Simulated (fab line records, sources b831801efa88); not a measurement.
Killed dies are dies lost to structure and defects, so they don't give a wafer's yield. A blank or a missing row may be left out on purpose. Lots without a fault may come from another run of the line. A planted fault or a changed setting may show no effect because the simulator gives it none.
A struck lot beside a sound one | flow gf180mcu | 14 steps out of a route of 602
Sound: wafers L812.1, L812.4, L812.6. Struck: wafers L802.3, L802.4, L802.6. The cause comes at the end.
At each step with rows: each side's tool, then ch and its chambers, then its first start. Under that, the readings that differ: sound wafers | struck wafers | difference of the means | sigmas: that difference in standard deviations of wafers without a fault.
alike: readings whose means differ by less than 2 such deviations, and words and numbers that are the same on both sides. not compared: withheld readings, readings that some wafer has no value for, bounds like >300 that may hide the same value, and numbers for which the record gives no deviation and whose values overlap.
The two part at a step that has a row with sigmas, a row that says differs or no value, or rows on one side only. Numbers that don't overlap but have no deviation are shown without sigmas and don't part them. A reading that every wafer of one side lacks parts them only if that side has two wafers or more.

first, 4 steps without rows for these wafers: GF_VT_IMPLANT_SOFTBAKE_25 (time 60 s); GF_VT_IMPLANT_EXPOSE_26 (exposes mask LVPWELL HV AREA, target cd 860 nm); GF_VT_IMPLANT_PEB_27; GF_VT_IMPLANT_DEVELOP_28 (develop time 60 s).
GF_VT_IMPLANT_OVL_MEAS_29:
  sound on overlay-01, day 11 04:36; struck on overlay-02, day 8 17:37
  alike: VT_IMPLANT_02_OVL
then, 1 step without rows for these wafers: GF_VT_IMPLANT_IMPLANT_30.
GF_VT_IMPLANT_STRIP_31: strips in O2/N2.
  sound on plasma_asher-03 ch 1, day 11 04:47; struck on plasma_asher-01 ch 0,1, day 8 17:49
  reading                      | sound             | struck            | difference | sigmas
  strip_time_to_endpoint_s (s) | 12.60 12.58 12.59 | 12.75 12.74 12.74 | +0.15      | +4
  alike: chamber_pressure_mTorr, drypump_motor_current_A, heater_power_w, n2_flow_sccm, oes_product_au
  not compared: rf_hours_counter_h
GF_VT_IMPLANT_TW_MEAS_32:
  sound on film_metro-02, day 11 04:53; struck on film_metro-01, day 8 17:55
  alike: VT_IMPLANT_3_TW
then, 4 steps without rows for these wafers: GF_VT_IMPLANT_DEHYDRATE_33 (time 57.75 s); GF_VT_IMPLANT_HMDS_34 (prime time 60 s); GF_VT_IMPLANT_COAT_35 (resist thk 1000 nm); GF_VT_IMPLANT_SOFTBAKE_36 (time 60 s).
GF_VT_IMPLANT_EXPOSE_37: exposes mask Nwell HV AREA, target cd 860 nm.
  sound on iline_stepper-02 ch 0, day 11 14:16; struck on iline_stepper-02, day 9 02:11
  no value came back on the struck wafers for exposure_dose_mJ_cm2, focus_offset_nm (nm); on the sound wafers exposure_dose_mJ_cm2 reads 140.05 139.90 139.98
  reading                            | sound                | struck                  | difference | sigmas
  model.VT_IMPLANT.overlay_y_nm (nm) | 0.9664 0.9664 0.9664 | 0.2608 0.2608 0.2608    | -0.7056    |
  model.VT_IMPLANT.overlay_x_nm (nm) | 0.7255 0.7255 0.7255 | -0.4926 -0.4926 -0.4926 | -1.2181    |
  alike: mask
then, 1 step without rows for these wafers: GF_VT_IMPLANT_PEB_38.

WHERE THEY PART
First at GF_VT_IMPLANT_STRIP_31; last, within this record, at GF_VT_IMPLANT_EXPOSE_37.

WHY: what the simulator had put in
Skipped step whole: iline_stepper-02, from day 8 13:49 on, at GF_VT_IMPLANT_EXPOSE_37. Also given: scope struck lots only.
